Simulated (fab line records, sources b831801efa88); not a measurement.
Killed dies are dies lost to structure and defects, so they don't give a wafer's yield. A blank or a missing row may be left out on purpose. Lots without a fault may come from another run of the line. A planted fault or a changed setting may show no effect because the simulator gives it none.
fab line records | flow sky130
record lots=7 wafers=21 last_day=50
route steps=708 shown VT_ADJUST_LVTN@104
lots that met no fault: from a run of the same line without faults
start_h: hours from the record's first day to the start of the lot's first wafer shown | wait_h: hours since the lot's step before | " the same as in the row above | L1.1+2: a row that stands for several wafers | - no value, or no start given | * or withheld: withheld | < > ~ a bound
route shown NAME@n: a module of which the file shows steps, and the number in the route of the first | usual: mean/standard deviation of fault-free wafers | same: alike in all rows | chamber/n: place in a boat | sites: the reading at each site | _std_site: their standard deviation | _edge_site: outer sites' mean less inner sites' | radius_mm: how far each site lies from the wafer's centre | mask NAME#n: copy n | behind: the tool/chamber that last shaped the wafer | hold: why the lot was held/for how many hours/how that ended | device: the transistor (n, p or np) that didn't switch | end of line: the same wafers' tests at the end of the route | a step without rows: its recipe alone | killed: dies lost to structure and defects at the first sort, not the wafer's yield | map: a wafer's dies, x killed, . not, _ none there
set.NAME: the setting as run; set.NAME@STEP: as run at that earlier step | model.NAME: the simulator's own value behind a step, which no gauge read
lots at some steps of the route; a table a step, a row a wafer
services: from which hour (start_h, from the record's first day; less than 0 if before it) a tool's chamber was out of use, for how many hours, and why
## steps
# step SKY_VT_ADJUST_LVTN_OVL_MEAS_07
# usual VT_ADJUST_LVTN_OVL=-0.1/1.2
# columns lot.wafer tool chamber start_h wait_h VT_ADJUST_LVTN_OVL[nm]
L966.2 overlay-01 - 135.83 - -3.5
L966.3 " - " " -1.2
L966.5 " - " " -1.8
L967.3 overlay-01 - 142.70 - 2.1
L967.4 " - " " 1.1
L967.6 " - " " -0.2
L972.3 overlay-01 - 177.68 - -0.4
L972.5 " - " " -0.3
L972.6 " - " " -0.1
L973.1 overlay-02 - 180.84 - 0.0
L973.2 " - " " 0.4
L973.6 " - " " -0.4
L974.3 overlay-01 - 185.90 - -0.2
L974.5 " - " " 0.9
L974.6 " - " " -0.8
L983.2 overlay-02 - 269.94 - 0.0
L983.4 " - " " 0.7
L983.5 " - " " 0.5
L989.2 overlay-02 - 294.22 - -1.9
L989.4 " - " " -0.5
L989.5 " - " " -1.3
# step SKY_VT_ADJUST_LVTN_IMPLANT_08
# recipe species=B energy_kev=30 dose_cm2=1.57e+12 tilt_deg=withheld
# step SKY_VT_ADJUST_LVTN_STRIP_09
# recipe chemistry=O2/N2 power_w=1400 pressure_mtorr=1500 platen_temp_c=withheld o2_flow_sccm=3000 n2_flow_sccm=300 overash_fraction=0.5
# usual drypump_motor_current_A=5.6/0.38 oes_product_au=0.723/0.0044 strip_time_to_endpoint_s=36.97/0.12
# columns lot.wafer tool chamber start_h wait_h drypump_motor_current_A oes_product_au rf_hours_counter_h strip_time_to_endpoint_s
L966.2 plasma_asher-02 1 136.01 0.1 6.0 0.728 2 36.96
L966.3 " 1 " " 6.0 0.728 - 36.99
L966.5 " 0 " " 6.0 0.715 - 36.94
L967.3 plasma_asher-02 1 142.90 0.1 6.0 0.731 - 36.84
L967.4 " 0 " " 6.0 0.719 - 36.90
L967.6 " 1 " " 6.0 0.720 - 36.93
L972.3 plasma_asher-02 1 177.89 0.1 6.0 0.732 - 36.93
L972.5 " 0 " " 6.0 0.723 - 36.79
L972.6 " 1 " " 6.0 0.721 - 36.90
L973.1 plasma_asher-01 1 181.02 0.1 4.9 0.725 49 36.98
L973.2 " 0 " " 5.6 0.711 49 36.80
L973.6 " 0 " " 5.6 0.724 - 36.90
L974.3 plasma_asher-02 0 186.10 0.1 6.0 0.724 - 37.01
L974.5 " 1 " " 6.0 0.725 - 36.95
L974.6 " 0 " " 6.0 0.716 - 37.08
L983.2 plasma_asher-04 1 270.12 0.1 5.3 0.720 59 37.00
L983.4 " 1 " " 5.3 0.723 - 36.90
L983.5 " 1 " " 5.3 0.725 - 36.90
L989.2 plasma_asher-04 1 294.40 0.1 5.3 0.721 61 37.01
L989.4 " 1 " " 5.3 0.722 - 36.95
L989.5 " 1 " " 5.3 0.718 - 36.89
# step SKY_VT_ADJUST_LVTN_TW_MEAS_10
# usual VT_ADJUST_LVTN_TW=243.1/3
# columns lot.wafer tool chamber start_h wait_h VT_ADJUST_LVTN_TW
L966.2 film_metro-02 - 136.12 0.1 246.7
L966.3 " - " " 246.4
L966.5 " - " " 247.1
L967.3 film_metro-01 - 142.99 0.1 242.6
L967.4 " - " " 242.8
L967.6 " - " " 242.0
L972.3 film_metro-02 - 177.97 0.1 245.3
L972.5 " - " " 244.8
L972.6 " - " " 245.2
L973.1 film_metro-04 - 181.12 0.1 239.2
L973.2 " - " " 239.6
L973.6 " - " " 240.7
L974.3 film_metro-02 - 186.19 0.1 246.2
L974.5 " - " " 245.3
L974.6 " - " " 245.2
L983.2 film_metro-02 - 270.23 0.1 247.4
L983.4 " - " " 245.6
L983.5 " - " " 246.9
L989.2 film_metro-01 - 294.51 0.1 245.8
L989.4 " - " " 244.0
L989.5 " - " " 244.7
# step SKY_VT_ADJUST_LVTN_DEHYDRATE_11
# recipe temp_c=200 time_s=60
# step SKY_VT_ADJUST_LVTN_HMDS_12
# recipe prime_time_s=60 prime_temp_c=120
# step SKY_VT_ADJUST_LVTN_COAT_13
# recipe resist=NOVOLAK spin_rpm=3000 resist_thk_nm=1140
# step SKY_VT_ADJUST_LVTN_SOFTBAKE_14
# recipe temp_c=90 time_s=60 resist=NOVOLAK
# step SKY_VT_ADJUST_LVTN_EXPOSE_15
# recipe mask_id=HVN_STD_DERIVED na=0.6 source_shape=conventional sigma_outer=0.6 polarization=unpolarized target_cd_nm=600 dose_mj=163
# step SKY_VT_ADJUST_LVTN_PEB_16
# recipe temp_c=withheld time_s=* resist=NOVOLAK
# step SKY_VT_ADJUST_LVTN_DEVELOP_17
# recipe resist=NOVOLAK developer=TMAH develop_time_s=60 dev_temp_c=23
# step SKY_VT_ADJUST_LVTN_OVL_MEAS_18
# usual VT_ADJUST_LVTN_01_OVL=-0.2/1.6
# columns lot.wafer tool chamber start_h wait_h VT_ADJUST_LVTN_01_OVL[nm]
L966.2 overlay-02 - 153.37 0.1 -1.5
L966.3 " - " " -1.2
L966.5 " - " " -1.7
L967.3 overlay-02 - 160.69 0.1 -2.4
L967.4 " - " " -2.6
L967.6 " - " " -2.3
L972.3 overlay-01 - 198.53 0.1 -0.4
L972.5 " - " " 0.3
L972.6 " - " " 1.4
L973.1 overlay-02 - 201.28 0.1 -1.0
L973.2 " - " " -1.1
L973.6 " - " " 0.5
L974.3 overlay-02 - 207.58 0.1 -0.8
L974.5 " - " " 0.9
L974.6 " - " " -1.2
L983.2 overlay-01 - 294.98 0.1 0.9
L983.4 " - " " -0.6
L983.5 " - " " 0.9
L989.2 overlay-01 - 319.02 0.1 2.2
L989.4 " - " " 1.5
L989.5 " - " " 0.2
# step SKY_VT_ADJUST_LVTN_IMPLANT_19
# recipe species=B energy_kev=30 dose_cm2=6.5e+11 tilt_deg=withheld
# usual beam_energy_keV=30.000/0.0082 beam_on_s=9.95/0.21
# columns lot.wafer tool chamber start_h wait_h beam_energy_keV beam_on_s
L966.2 implanter-02 0 153.43 0.0 29.994 9.82
L966.3 " 0 " " 30.006 10.23
L966.5 " 0 " " 30.009 10.27
L967.3 implanter-03 0 160.76 0.1 29.993 9.70
L967.4 " 0 " " 30.003 10.03
L967.6 " 0 " " 30.017 9.93
L972.3 implanter-02 - 198.60 0.1 - -
L972.5 " - " " - -
L972.6 " - " " - -
L973.1 implanter-04 - 201.32 0.0 - -
L973.2 " - " " - -
L973.6 " - " " - -
L974.3 implanter-03 - 207.65 0.1 - -
L974.5 " - " " - -
L974.6 " - " " - -
L983.2 implanter-02 0 295.04 0.0 30.002 9.93
L983.4 " 0 " " 29.986 10.26
L983.5 " 0 " " 29.994 9.90
L989.2 implanter-04 0 319.17 0.1 30.001 9.66
L989.4 " 0 " " 30.000 9.74
L989.5 " 0 " " 30.000 9.61
# step SKY_VT_ADJUST_LVTN_STRIP_20
# recipe chemistry=O2/N2 power_w=1400 pressure_mtorr=1500 platen_temp_c=withheld o2_flow_sccm=3000 n2_flow_sccm=300 overash_fraction=0.5
# usual drypump_motor_current_A=5.6/0.37 oes_product_au=0.716/0.004 strip_time_to_endpoint_s=14.19/0.042
# columns lot.wafer tool chamber start_h wait_h drypump_motor_current_A oes_product_au rf_hours_counter_h strip_time_to_endpoint_s
L966.2 plasma_asher-04 0 153.55 0.1 5.5 0.720 48 14.12
L966.3 " 1 " " 5.3 0.708 - 14.12
L966.5 " 0 " " 5.5 0.719 - 14.16
L967.3 plasma_asher-02 0 160.89 0.1 6.0 0.713 - 14.12
L967.4 " 1 " " 6.0 0.710 - 14.18
L967.6 " 0 " " 6.0 0.718 - 14.14
L972.3 plasma_asher-02 0 198.74 0.1 6.0 0.719 - 14.22
L972.5 " 1 " " 6.0 0.723 - 14.24
L972.6 " 0 " " 6.0 0.713 - 14.20
L973.1 plasma_asher-02 1 201.47 0.1 6.0 0.717 8 14.15
L973.2 " 0 " " 6.0 0.717 8 14.13
L973.6 " 1 " " 6.0 0.715 - 14.18
L974.3 plasma_asher-01 1 207.79 0.1 4.9 0.716 - 14.26
L974.5 " 0 " " 5.6 0.719 - 14.24
L974.6 " 1 " " 4.8 0.726 - 14.25
L983.2 plasma_asher-04 0 295.16 0.1 5.5 0.718 61 14.20
L983.4 " 1 " " 5.3 0.716 - 14.19
L983.5 " 0 " " 5.5 0.715 - 14.19
L989.2 plasma_asher-01 1 319.29 0.1 4.9 0.721 62 14.14
L989.4 " 1 " " 4.9 0.718 - 14.15
L989.5 " 1 " " 4.8 0.723 - 14.13
# step SKY_VT_ADJUST_LVTN_TW_MEAS_21
# usual VT_ADJUST_LVTN_2_TW=188.5/2.3
# columns lot.wafer tool chamber start_h wait_h VT_ADJUST_LVTN_2_TW
L966.2 film_metro-01 - 153.66 0.1 189.2
L966.3 " - " " 187.8
L966.5 " - " " 189.5
L967.3 film_metro-01 - 160.98 0.1 188.9
L967.4 " - " " 189.1
L967.6 " - " " 188.0
L972.3 film_metro-01 - 198.82 0.1 30.2
L972.5 " - " " 30.4
L972.6 " - " " 30.3
L973.1 film_metro-04 - 201.57 0.1 29.9
L973.2 " - " " 29.7
L973.6 " - " " 29.6
L974.3 film_metro-04 - 207.87 0.1 29.6
L974.5 " - " " 29.7
L974.6 " - " " 29.8
L983.2 film_metro-01 - 295.27 0.1 190.0
L983.4 " - " " 190.7
L983.5 " - " " 190.2
L989.2 film_metro-04 - 319.40 0.1 186.2
L989.4 " - " " 186.3
L989.5 " - " " 185.8
## services
# columns tool chamber start_h hours kind
plasma_asher-02 0 117.82 - clean
plasma_asher-02 1 117.82 - clean
implanter-04 - 125.04 12.6 pm
implanter-04 - 179.91 3.7 pm
plasma_asher-04 - 180.69 1.7 repair
implanter-02 - 182.69 2.1 repair
implanter-03 - 188.34 3.6 pm
plasma_asher-01 - 199.77 3.3 repair
implanter-04 - 222.29 4.8 repair
plasma_asher-02 - 253.87 2.8 pm
plasma_asher-04 - 256.23 1.2 repair
implanter-02 - 259.39 2.9 pm
plasma_asher-04 - 276.41 7.3 repair
implanter-02 - 315.04 4.7 pm
## key
first_sign step=SKY_VT_ADJUST_LVTN_IMPLANT_19 reading=tool_record direction=missing
effect step=SKY_VT_ADJUST_LVTN_TW_MEAS_21 reading=VT_ADJUST_LVTN_2_TW direction=down sigmas=69 usual=188.5 struck=29.9
met_at SKY_VT_ADJUST_LVTN_IMPLANT_19
struck_wafers L972.3,L972.5,L972.6,L973.1,L973.2,L973.6,L974.3,L974.5,L974.6
later_rows_left_out L972.3,L972.5,L972.6,L973.1,L973.2,L973.6,L974.3,L974.5,L974.6
sort_left_out L972.3,L972.5,L972.6,L973.1,L973.2,L973.6,L974.3,L974.5,L974.6
tester_left_out L972,L973,L974
onset_between 160.76 198.60
fault kind=skipped_step_whole tool=implanter-02,implanter-03,implanter-04 chamber=- onset_h=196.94 steps=SKY_VT_ADJUST_LVTN_IMPLANT_19 scope=struck_lots_only
# tester_left_out: of these lots the tester's yield and bins aren't shown, on N5 and GAA mostly nor the transistor test; their killed dies are dies lost to structure and defects alone, not to doping, threshold or leakage, so they don't give the yield
# sort_left_out: the simulated sort isn't trusted on such a fault, so these wafers' sort isn't shown, and their yield isn't known
# later_rows_left_out: the simulator's readings of these wafers behind a module that went badly wrong aren't trusted and aren't shown, but for the sort
